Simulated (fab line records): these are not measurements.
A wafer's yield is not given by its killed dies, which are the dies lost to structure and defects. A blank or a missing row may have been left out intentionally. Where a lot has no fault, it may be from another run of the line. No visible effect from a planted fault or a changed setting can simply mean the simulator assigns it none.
fab line records | flow sky130
record lots=5 | wafers=15 | last-day=49
route steps=708 shown METAL1@448 VIA1@458 METAL2@483 PAD_OPEN@708
lots untouched by any fault: they come from a run of this same line in which no faults occurred
start-h: the number of hours between the record's first day and the start of the first shown wafer of the lot | wait-h: hours from the lot's prior step to this one | " as in the row above | L1.1+2: one row covering several wafers at once | - either no value or no given start | * or withheld: withheld | < > ~ a bound
route shown NAME@n: NAME is a module with steps in the file, n the number in the route of the first one | usual: the fault-free wafers' mean and standard deviation | same: alike in all rows | chamber/n: place in a boat | sites: per-site readings | _std_site: the values' standard deviation | _edge_site: inner sites' mean taken away from outer sites' mean | radius-mm: for every site, how far away it sits from the centre of the wafer | mask NAME#n: copy n | behind: the last tool/chamber to shape the wafer | hold: what put the lot on hold/how long, in hours/how the hold closed | device: names the non-switching transistor (n, p or np) | end of line: tests of these same wafers at the route's end | where a step has no rows: the recipe by itself | killed: at the first sort, the dies lost to defects and structure; wafer yield is something else | map: shows each die of a wafer: x if killed, . if not, _ if none is there
set.NAME: the setting the step ran with; set.NAME@STEP: the setting that earlier step ran with | model.NAME: the simulator's own value behind a step, which no gauge read
a table for each step, a row for each wafer; lots at some steps of the route
services: the hour from which a tool's chamber was out of use, counted from the record's first day as start-h (under 0 if before that day), plus the number of hours and why
## steps
# step SKY_METAL1_DEVELOP_14
# recipe develop-time-s=60 | resist=KrF-thick | dev-temp-c=21
# step SKY_METAL1_DESCUM_17
# recipe chemistry=O2 | source-power-w=150 | bias-power-w=0 | pressure-mtorr=10 | temp-c=40 | time-s=8
# step SKY_METAL1_ETCH_18
# recipe chemistry=N2/H2 | target=BARC | ion-energy-ev=200 | bias-w=100 | pressure-mtorr=30 | n2-flow-sccm=100 | h2-flow-sccm=200 | icp-w=500 | stop-on=SiO2 | time-s=45.9 | target-depth-a=600
# step SKY_METAL1_METAL_ETCH_19
# recipe target-depth-a=3600 | stop-on=SiO2 | over-etch-frac=0.3 | time-s=78 | chemistry=Cl2/BCl3 | resist-sidewall-deg=88 | pressure-mtorr=10 | icp-w=900 | bias-w=48.5 | Cl2_flow_sccm=60 | bcl3-flow-sccm=30
# step SKY_METAL1_STRIP_20
# recipe chemistry=O2/N2 | power-w=1400 | pressure-mtorr=1500 | platen-temp-c=withheld | o2-flow-sccm=3000 | n2-flow-sccm=300 | overash-fraction=0.5
# step SKY_METAL1_STRIP_21
# recipe chemistry=post-etch-residue-remover | time-s=1200 | temp-c=72.5
# step SKY_METAL1_CLEAN_22
# recipe chemistry=IPA | time-s=180 | temp-c=25
# step SKY_METAL1_CLEAN_23
# recipe chemistry=O3/DIW | dry=n2-spin
# step SKY_VIA1_HDPCVD_00
# recipe material=SiO2 | target-thk-nm=1030 | sigma-open-frac=0.3 | time-s=171.7 | temp-c=400 | sih4-flow-sccm=60 | pressure-mtorr=6
# step SKY_VIA1_CMP_02
# recipe material=SiO2 | down-force-psi=4 | platen-rpm=60 | pad-velocity-m-s=0.94248
# usual head-pressure-psi=4.000/0.0079 | motor-current-A=12.3/1.3 | slurry-filter-dp-kPa=13.51/0.14
lot.wafer | tool   | chamber | start-h | wait-h | head-pressure-psi | motor-current-A | slurry-filter-dp-kPa | model.SiO2_of_VIA1_HDPCVD_00.thk-nm
L931.2    | cmp-01 | 3       | 820.41  | 0.1    | 4.002             | 12.8            | 13.75                | 257.6
L931.4    | "      | 1       | "       | "      | 3.993             | 12.5            | 13.50                | 257.1
L931.5    | "      | 3       | "       | "      | 4.009             | 12.4            | 13.37                | 258.3
L932.2    | cmp-01 | 2       | 821.91  | 0.0    | 4.001             | 12.2            | 13.90                | 259.4
L932.3    | "      | 3       | "       | "      | 3.994             | 12.1            | 13.50                | 258.7
L932.1    | "      | 0       | "       | "      | 3.991             | 12.3            | 13.69                | 257.8
L935.4    | cmp-01 | 0       | 843.21  | 0.0    | 4.009             | 11.8            | 13.37                | 258.7
L935.1    | "      | 2       | "       | "      | 4.005             | 11.5            | 13.83                | 260.1
L935.2    | "      | 3       | "       | "      | 4.002             | 12.3            | 13.50                | 260.1
L938.1    | cmp-02 | 2       | 866.15  | 0.1    | 3.993             | 13.1            | 13.33                | 344.1
L938.2    | "      | 3       | "       | "      | 3.997             | 12.5            | 13.53                | 345.3
L938.5    | "      | 3       | "       | "      | 3.997             | 12.3            | 13.62                | 346.1
L944.2    | cmp-01 | 1       | 904.57  | 0.1    | 4.002             | 11.8            | 13.46                | 347.1
L944.3    | "      | 2       | "       | "      | 4.019             | 11.6            | 13.63                | 346.5
L944.5    | "      | 0       | "       | "      | 4.004             | 12.6            | 13.12                | 345.6
# step SKY_VIA1_DEHYDRATE_04
# recipe temp-c=200 | time-s=60
# step SKY_VIA1_HMDS_05
# recipe prime-time-s=60 | prime-temp-c=120
# step SKY_VIA1_COAT_06
# recipe resist=BARC | temp-c=withheld | time-s=withheld | spin-rpm=3000 | resist-thk-nm=60
# step SKY_VIA1_COAT_07
# recipe resist=KrF-thick | spin-rpm=3000 | resist-thk-nm=450
# step SKY_VIA1_SOFTBAKE_08
# recipe temp-c=100 | time-s=90 | resist=KrF-thick
# step SKY_VIA1_EXPOSE_09
# recipe mask-id=VIM | na=0.8 | source-shape=annular | sigma-inner=0.55 | sigma-outer=0.85 | target-cd-nm=150 | dose-mj=38
# step SKY_VIA1_PEB_10
# recipe peb-temp-c=withheld | peb-time-s=withheld | resist=KrF-thick
# step SKY_VIA1_DEVELOP_11
# recipe develop-time-s=60 | resist=KrF-thick | dev-temp-c=21
# step SKY_VIA1_ETCH_14
# recipe chemistry=N2/H2 | target=BARC | ion-energy-ev=200 | source-w=500 | bias-w=100 | pressure-mtorr=30 | n2-flow-sccm=100 | h2-flow-sccm=200 | stop-on=SiO2 | time-s=45.9 | target-depth-a=600
# step SKY_VIA1_ETCH_15
# recipe target=SiO2 | chemistry=C4F8/O2/Ar | target-depth-nm=351 | stop-on=TiN | mask-material=KrF-thick | source-w=1500 | bias-w=1200 | pressure-mtorr=40 | c4f8-flow-sccm=withheld | O2_flow_sccm=6 | Ar_flow_sccm=300 | time-s=54
# usual oes-product-au=0.981/0.0054
# same time-s=54
lot.wafer | tool        | chamber | start-h | wait-h | oes-product-au | rf-hours-counter-h | model.etch.depth-nm | model.VIA1.feature-depth-nm
L931.2    | rie-diel-04 | 3       | 847.03  | 0.0    | 0.840          | 8                  | 257.6               | 257.6
L931.4    | "           | 0       | "       | "      | 0.827          | 15                 | 257.1               | 257.1
L931.5    | "           | 1       | "       | "      | 0.826          | -                  | 258.3               | 258.3
L932.1    | rie-diel-02 | 2       | 849.07  | 0.0    | 0.823          | 3                  | 257.8               | 257.8
L932.2    | "           | 1       | "       | "      | 0.840          | 8                  | 259.4               | 259.4
L932.3    | "           | 3       | "       | "      | 0.823          | 12                 | 258.7               | 258.7
L935.1    | rie-diel-02 | 3       | 870.32  | 0.0    | 0.837          | 13                 | 260.1               | 260.1
L935.2    | "           | 2       | "       | "      | 0.838          | 4                  | 260.1               | 260.1
L935.4    | "           | 0       | "       | "      | 0.836          | 22                 | 258.7               | 258.7
L938.1    | rie-diel-04 | 0       | 892.82  | 0.0    | 0.979          | 17                 | 344.1               | 344.1
L938.2    | "           | 3       | "       | "      | 0.982          | 9                  | 344.3               | 344.3
L938.5    | "           | 1       | "       | "      | 0.979          | -                  | 346.1               | 346.1
L944.2    | rie-diel-03 | 2       | 929.78  | 0.0    | 0.987          | 7                  | 347.1               | 347.1
L944.3    | "           | 1       | "       | "      | 0.975          | 21                 | 346.5               | 346.5
L944.5    | "           | 3       | "       | "      | 0.983          | -                  | 345.6               | 345.6
# step SKY_VIA1_STRIP_16
# recipe chemistry=O2/N2 | power-w=1400 | pressure-mtorr=1500 | platen-temp-c=withheld | o2-flow-sccm=3000 | n2-flow-sccm=300 | overash-fraction=0.5
# step SKY_VIA1_STRIP_17
# recipe chemistry=post-etch-residue-remover | time-s=1200 | temp-c=72.5
# step SKY_VIA1_CLEAN_18
# recipe chemistry=IPA | time-s=180 | temp-c=25
# step SKY_VIA1_CLEAN_19
# recipe chemistry=O3/DIW | dry=n2-spin
# step SKY_VIA1_SPUTTER_20
# recipe material=TiN | target-thk-nm=20 | chamber-pressure-pa=5 | power-w=4000 | time-s=80
# step SKY_VIA1_CVD_21
# recipe material=W | target-thk-nm=270 | time-s=80.902 | temp-c=400 | pressure-torr=40
# step SKY_VIA1_CMP_24
# recipe stop-on=SiO2 | t-overpolish-s=15 | down-force-psi=3.5 | platen-rpm=60 | target-thk-nm=0 | pad-velocity-m-s=0.94248
# step SKY_METAL2_SPUTTER_00
# recipe material=Ti | target-thk-nm=15 | power-w=3000 | time-s=10 | chamber-pressure-pa=0.4
# step SKY_METAL2_SPUTTER_01
# recipe material=TiN | target-thk-nm=20 | power-w=6500 | time-s=16.7 | chamber-pressure-pa=0.4
# step SKY_METAL2_SPUTTER_02
# recipe material=AlCu | target-thk-nm=250 | power-w=10600 | time-s=13.3 | chamber-pressure-pa=0.4
# step SKY_METAL2_SPUTTER_03
# recipe material=Ti | target-thk-nm=5 | power-w=3000 | time-s=3.3 | chamber-pressure-pa=0.4
# step SKY_METAL2_SPUTTER_04
# recipe material=TiN | target-thk-nm=70 | power-w=6500 | time-s=58.3 | chamber-pressure-pa=0.4
# step SKY_METAL2_METAL_ETCH_19
# recipe target-depth-a=3600 | stop-on=SiO2 | over-etch-frac=0.3 | time-s=78 | chemistry=Cl2/BCl3 | resist-sidewall-deg=88 | pressure-mtorr=10 | icp-w=900 | bias-w=48.5 | Cl2_flow_sccm=60 | bcl3-flow-sccm=30
# usual drypump-motor-current-A=5.7/0.42 | oes-product-au=0.854/0.0052 | throttle-valve-pct=22.264/0.0089
# same time-s=78
lot.wafer | tool         | chamber | start-h | wait-h | drypump-motor-current-A | oes-product-au | rf-hours-counter-h | throttle-valve-pct | model.SiO2_of_VIA1_HDPCVD_00.thk-nm
L931.2    | rie-metal-04 | 0       | 874.92  | 0.0    | 6.4                     | 0.854          | 2                  | 22.269             | 243.4
L931.4    | "            | 1       | "       | "      | 5.3                     | 0.860          | -                  | 22.264             | 243
L931.5    | "            | 1       | "       | "      | 5.3                     | 0.855          | -                  | 22.257             | 244.2
L932.1    | rie-metal-04 | 1       | 876.67  | 0.0    | 5.3                     | 0.852          | 6                  | 22.265             | 243.8
L932.2    | "            | 0       | "       | "      | 6.4                     | 0.851          | 2                  | 22.249             | 245.4
L932.3    | "            | 1       | "       | "      | 5.3                     | 0.853          | -                  | 22.264             | 244.8
L935.1    | rie-metal-03 | 1       | 897.27  | 0.0    | 5.7                     | 0.852          | 2                  | 22.274             | 246.2
L935.2    | "            | 0       | "       | "      | 5.5                     | 0.849          | 19                 | 22.270             | 246.3
L935.4    | "            | 0       | "       | "      | 5.5                     | 0.854          | -                  | 22.258             | 244.9
L938.1    | rie-metal-04 | 0       | 919.97  | 0.0    | 6.4                     | 0.852          | 3                  | 22.286             | 329.9
L938.2    | "            | 1       | "       | "      | 5.3                     | 0.857          | 7                  | 22.269             | 331.2
L938.5    | "            | 0       | "       | "      | 6.3                     | 0.857          | -                  | 22.254             | 331.8
L944.2    | rie-metal-01 | 0       | 956.37  | 0.0    | 5.3                     | 0.840          | 13                 | 22.276             | 333.1
L944.3    | "            | 0       | "       | "      | 5.2                     | 0.857          | -                  | 22.246             | 332.5
L944.5    | "            | 0       | "       | "      | 5.2                     | 0.851          | -                  | 22.266             | 331.5
# step SKY_PAD_OPEN_PROBE_99
# usual defect-limited-yield=82.5/2 | killed_at_M0_to_M3=44/7 | killed_at_M4_up=3.4/1.7 | killed-at-contacts=24/4.9 | killed-at-front-end=15/4.5 | killed-at-other=0.4/0.61 | killed-dies=86/9.7 | killed-open=47/7.1 | killed-short=39/6.1 | sort_bin_3_pad_short=0.9/0.42 | sort_bin_5_function=10.4/1.4 | sort_bin_6_memory=6.2/1.2 | sort-n-pass=406/9.7 | sort-yield-pct=82.5/2
# same gross-dies=492 | killed-at-back-side=0 | sort_bin_4_leakage[%]=0 | sort_bin_8_speed[%]=0
lot.wafer | tool      | chamber | start-h | wait-h | defect-limited-yield[%] | killed_at_M0_to_M3 | killed_at_M4_up | killed-at-contacts | killed-at-front-end | killed-at-other | killed-dies | killed-open | killed-short | sort_bin_3_pad_short[%] | sort_bin_5_function[%] | sort_bin_6_memory[%] | sort-n-pass | sort-yield-pct[%]
L931.2    | prober-02 | -       | 1119.25 | 0.1    | 82.7                    | 25                 | 2               | 29                 | 29                  | 0               | 85          | 45          | 39           | 1.2                     | 11.0                   | 5.1                  | 407         | 82.7
L931.4    | prober-02 | -       | 1119.35 | 0.2    | 79.5                    | 50                 | 2               | 28                 | 20                  | 1               | 101         | 59          | 41           | 0.6                     | 13.4                   | 6.5                  | 391         | 79.5
L931.5    | prober-02 | -       | 1119.40 | 0.2    | 81.7                    | 50                 | 4               | 22                 | 14                  | 0               | 90          | 45          | 45           | 1.2                     | 10.8                   | 6.3                  | 402         | 81.7
L932.1    | prober-01 | -       | 1120.56 | 0.1    | 80.5                    | 49                 | 5               | 26                 | 16                  | 0               | 96          | 55          | 41           | 1.4                     | 12.0                   | 6.1                  | 396         | 80.5
L932.2    | prober-01 | -       | 1120.61 | 0.1    | 81.3                    | 38                 | 6               | 31                 | 17                  | 0               | 92          | 51          | 41           | 0.4                     | 10.6                   | 7.7                  | 400         | 81.3
L932.3    | prober-01 | -       | 1120.66 | 0.2    | 81.5                    | 44                 | 2               | 30                 | 15                  | 0               | 91          | 54          | 37           | 1.4                     | 11.2                   | 5.9                  | 401         | 81.5
L935.1    | prober-02 | -       | 1136.15 | 0.1    | 81.5                    | 53                 | 1               | 24                 | 12                  | 1               | 91          | 50          | 40           | 0.8                     | 10.2                   | 7.5                  | 401         | 81.5
L935.2    | prober-02 | -       | 1136.20 | 0.1    | 81.5                    | 40                 | 4               | 26                 | 19                  | 2               | 91          | 49          | 40           | 0.8                     | 10.2                   | 7.5                  | 401         | 81.5
L935.4    | prober-02 | -       | 1136.30 | 0.2    | 86.2                    | 33                 | 3               | 20                 | 12                  | 0               | 68          | 38          | 30           | 0.2                     | 6.1                    | 7.5                  | 424         | 86.2
L938.1    | prober-01 | -       | 1153.43 | 0.1    | 83.7                    | 39                 | 7               | 23                 | 11                  | 0               | 80          | 35          | 45           | 1.2                     | 10.4                   | 4.7                  | 412         | 83.7
L938.2    | prober-01 | -       | 1153.48 | 0.1    | 80.1                    | 51                 | 2               | 30                 | 15                  | 0               | 98          | 55          | 43           | 0.8                     | 11.4                   | 7.7                  | 394         | 80.1
L938.5    | prober-01 | -       | 1153.63 | 0.2    | 81.9                    | 36                 | 4               | 33                 | 15                  | 1               | 89          | 56          | 33           | 1.0                     | 10.6                   | 6.5                  | 403         | 81.9
L944.2    | prober-02 | -       | 1179.58 | 0.1    | 82.9                    | 41                 | 3               | 23                 | 16                  | 1               | 84          | 47          | 37           | 0.6                     | 11.0                   | 5.5                  | 408         | 82.9
L944.3    | prober-02 | -       | 1179.63 | 0.2    | 81.3                    | 43                 | 3               | 28                 | 17                  | 1               | 92          | 53          | 39           | 2.0                     | 9.6                    | 7.1                  | 400         | 81.3
L944.5    | prober-02 | -       | 1179.73 | 0.2    | 83.5                    | 43                 | 5               | 14                 | 18                  | 1               | 81          | 46          | 34           | 0.4                     | 10.4                   | 5.7                  | 411         | 83.5
# killed by level:class
L931.2 FIELD_ISO:geometric-particle:open=11 CONTACT:geometric-particle:open=9 FIELD_ISO:geometric-particle:short=7 LOCAL_INTERCONNECT:geometric-particle:short=7 METAL3:geometric-particle:short=5 CONTACT:geometric-particle:short=5 LI_CONTACT:geometric-particle:open=5 VIA3:geometric-particle:open=4
L931.4 VIA3:geometric-particle:open=16 CONTACT:geometric-particle:open=11 FIELD_ISO:geometric-particle:open=9 VIA1:geometric-particle:open=9 LI_CONTACT:geometric-particle:open=5 VIA2:geometric-particle:short=5 LI_CONTACT:geometric-particle:short=4 VIA1:geometric-particle:short=4
L931.5 VIA1:geometric-particle:open=10 LI_CONTACT:geometric-particle:open=9 VIA3:geometric-particle:open=8 VIA2:geometric-particle:open=7 CONTACT:geometric-particle:short=6 METAL1:geometric-particle:short=6 METAL2:geometric-particle:short=6 METAL3:geometric-particle:short=5
L932.1 VIA3:geometric-particle:open=10 VIA2:geometric-particle:open=8 VIA1:geometric-particle:open=8 CONTACT:geometric-particle:open=7 LI_CONTACT:geometric-particle:open=7 VIA1:geometric-particle:short=6 METAL2:geometric-particle:short=6 LOCAL_INTERCONNECT:geometric-particle:short=5
L932.2 CONTACT:geometric-particle:open=13 VIA1:geometric-particle:open=10 CONTACT:geometric-particle:short=7 VIA2:geometric-particle:open=6 FIELD_ISO:geometric-particle:open=5 METAL4:geometric-particle:short=5 POLY_GATE:geometric-particle:open=4 LI_CONTACT:geometric-particle:short=4
L932.3 VIA1:geometric-particle:open=19 CONTACT:geometric-particle:open=15 FIELD_ISO:geometric-particle:short=5 POLY_GATE:geometric-particle:short=5 CONTACT:geometric-particle:short=5 VIA2:geometric-particle:open=5 LI_CONTACT:geometric-particle:open=4 VIA3:geometric-particle:open=4
L935.1 VIA1:geometric-particle:open=13 CONTACT:geometric-particle:open=12 VIA2:geometric-particle:open=7 METAL2:geometric-particle:short=6 POLY_GATE:geometric-particle:short=5 VIA2:geometric-particle:short=5 CONTACT:geometric-particle:short=4 METAL1:geometric-particle:short=4
L935.2 CONTACT:geometric-particle:open=11 CONTACT:geometric-particle:short=7 VIA1:geometric-particle:open=7 VIA3:geometric-particle:open=7 METAL1:geometric-particle:short=6 VIA2:geometric-particle:open=5 FIELD_ISO:geometric-particle:open=4 FIELD_ISO:geometric-particle:short=4
L935.4 CONTACT:geometric-particle:open=12 VIA2:geometric-particle:open=7 CONTACT:geometric-particle:short=5 METAL1:geometric-particle:short=5 VIA1:geometric-particle:open=5 VIA1:geometric-particle:short=5 FIELD_ISO:geometric-particle:open=3 POLY_GATE:geometric-particle:short=3
L938.1 METAL1:geometric-particle:short=10 CONTACT:geometric-particle:open=8 CONTACT:geometric-particle:short=8 VIA2:geometric-particle:open=7 LI_CONTACT:geometric-particle:open=6 VIA3:geometric-particle:open=5 VIA1:geometric-particle:short=5 METAL4:geometric-particle:short=5
L938.2 CONTACT:geometric-particle:open=14 METAL1:geometric-particle:short=9 VIA1:geometric-particle:open=9 VIA2:geometric-particle:open=7 VIA3:geometric-particle:open=7 VIA1:geometric-particle:short=6 LI_CONTACT:geometric-particle:open=5 METAL2:geometric-particle:short=5
L938.5 LI_CONTACT:geometric-particle:open=18 CONTACT:geometric-particle:open=11 VIA2:geometric-particle:open=7 VIA1:geometric-particle:short=6 FIELD_ISO:geometric-particle:short=5 VIA2:geometric-particle:short=5 VIA1:geometric-particle:open=5 SPACER:geometric-particle:open=4
L944.2 VIA1:geometric-particle:open=11 CONTACT:geometric-particle:open=7 METAL2:geometric-particle:short=7 CONTACT:geometric-particle:short=6 METAL1:geometric-particle:short=6 LI_CONTACT:geometric-particle:open=5 VIA2:geometric-particle:open=5 FIELD_ISO:geometric-particle:open=4
L944.3 CONTACT:geometric-particle:open=10 VIA3:geometric-particle:open=9 VIA1:geometric-particle:open=8 LI_CONTACT:geometric-particle:open=7 VIA2:geometric-particle:open=7 FIELD_ISO:geometric-particle:short=6 FIELD_ISO:geometric-particle:open=6 LI_CONTACT:geometric-particle:short=6
L944.5 VIA1:geometric-particle:open=12 METAL2:geometric-particle:short=8 FIELD_ISO:geometric-particle:open=6 LI_CONTACT:geometric-particle:open=5 CONTACT:geometric-particle:open=5 VIA2:geometric-particle:open=5 FIELD_ISO:geometric-particle:short=4 POLY_GATE:geometric-particle:short=4
## services
tool         | chamber | start-h | hours | kind
rie-metal-04 | 0       | 803.43  | -     | clean
rie-metal-04 | 0       | 803.43  | 28.6  | scheduled-down
rie-metal-04 | 0       | 803.43  | 28.6  | vent-cycle
rie-metal-01 | -       | 810.15  | 14.6  | pm
rie-diel-03  | 2       | 810.70  | 8.7   | repair
rie-metal-03 | 1       | 814.11  | -     | clean
cmp-01       | -       | 814.40  | 0.8   | repair
cmp-01       | -       | 826.95  | 4.8   | pm
rie-diel-02  | 0       | 836.78  | 28.9  | repair
cmp-02       | -       | 836.85  | 0.8   | repair
rie-metal-01 | -       | 837.81  | 1.2   | repair
rie-diel-02  | -       | 842.66  | 2.6   | repair
cmp-02       | -       | 846.64  | 2.4   | repair
cmp-01       | -       | 848.47  | 1.1   | repair
rie-diel-03  | 3       | 879.25  | 3.4   | repair
cmp-01       | -       | 892.82  | 0.4   | repair
rie-diel-03  | -       | 893.42  | 2.8   | pm
cmp-01       | -       | 907.14  | 7.5   | pm
cmp-02       | -       | 909.67  | 0.5   | repair
cmp-01       | -       | 914.69  | 4.0   | pm
cmp-01       | -       | 918.69  | -     | consumable-replace:conditioner
cmp-01       | -       | 918.69  | -     | consumable-replace:pad
cmp-01       | -       | 931.04  | 23.4  | repair
cmp-01       | -       | 941.94  | 1.1   | repair
## key
first-sign step=SKY_VIA1_ETCH_15 | reading=oes-product-au | direction=down | sigmas=28 | usual=0.981 | struck=0.832
effect none on later readings
model-effect step=SKY_VIA1_CMP_02 | value=SiO2_of_VIA1_HDPCVD_00.thk-nm | without=344.9 | struck=258.6
model-effect step=SKY_VIA1_ETCH_15 | value=etch.depth-nm | without=344.9 | struck=258.6
model-effect step=SKY_METAL2_METAL_ETCH_19 | value=SiO2_of_VIA1_HDPCVD_00.thk-nm | without=330.9 | struck=244.7
met-at SKY_VIA1_CMP_02
struck-wafers L931.2,L931.4,L931.5,L932.1,L932.2,L932.3,L935.1,L935.2,L935.4
fault kind=process-parameter-drift | tool=cmp-01 | chamber=- | onset-h=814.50 | steps=SKY_VIA1_CMP_02 | channel=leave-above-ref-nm | offset=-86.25 | shape=step | end-h=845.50 | acts-in=these-recipes-only | stated=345
